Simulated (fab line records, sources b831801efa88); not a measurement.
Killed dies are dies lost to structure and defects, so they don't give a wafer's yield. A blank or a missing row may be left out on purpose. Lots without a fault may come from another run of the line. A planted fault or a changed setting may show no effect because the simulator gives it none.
Chamber matching | flow sky130 | SKY_PASSIVATION_CVD_00 on pecvd-04: 3 sister chambers
The step deposits SiO2, target thk 90 nm. 18 wafers are shown with their chamber, then 9 later ones without.

WAFERS WITH THEIR CHAMBER
wafer  | chamber | heater_power_w (W)
L076.1 | 2       | 563
L076.5 | 1       | 833
L076.6 | 0       | 547
L077.1 | 0       | 590
L077.2 | 1       | 705
L077.5 | 2       | 654
L080.2 | 1       | 750
L080.3 | 2       | 656
L080.4 | 0       | 534
L085.2 | 1       | 792
L085.3 | 2       | 656
L085.6 | 1       | 799
L087.1 | 0       | 618
L087.2 | 1       | 660
L087.4 | 1       | 682
L090.1 | 0       | 524
L090.2 | 1       | 694
L090.5 | 1       | 704

SIGNATURES (means of the wafers above)
reading        | chamber 0 | chamber 1 | chamber 2 | scatter within a chamber
heater_power_w | 562.60    | 735.44    | 632.25    | 52.9
Rule: a wafer's distance from a chamber is the root of the sum, over the readings, of the square of ((its reading less the chamber's mean) divided by the reading's scatter). The wafer belongs to the nearest chamber; if the next one is less than 2 further off, it can't be placed. The scatter: the root of (the sum of the squares of (reading less its chamber's mean) over the shown wafers, divided by (wafers less chambers)).

WAFERS WITHOUT THEIR CHAMBER
wafer  | heater_power_w (W)
L091.2 | 692
L091.4 | 595
L091.5 | 629
L092.3 | 758
L092.4 | 694
L092.5 | 548
L097.2 | 520
L097.5 | 645
L097.6 | 829

WHICH CHAMBER EACH WENT THROUGH
wafer  | from the rows above          | in truth
L091.2 | can't be placed: 1 or 2 or 0 | 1
L091.4 | can't be placed: 0 or 2      | 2
L091.5 | can't be placed: 2 or 0 or 1 | 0
L092.3 | can't be placed: 1 or 2      | 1
L092.4 | can't be placed: 1 or 2 or 0 | 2
L092.5 | can't be placed: 0 or 2      | 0
L097.2 | can't be placed: 0 or 2      | 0
L097.5 | can't be placed: 2 or 0 or 1 | 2
L097.6 | can't be placed: 1 or 2      | 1
Placed correctly: 0 of 9. Can't be placed from these rows: 9 (the true chamber is among the candidates in 9). Placed wrongly: 0.
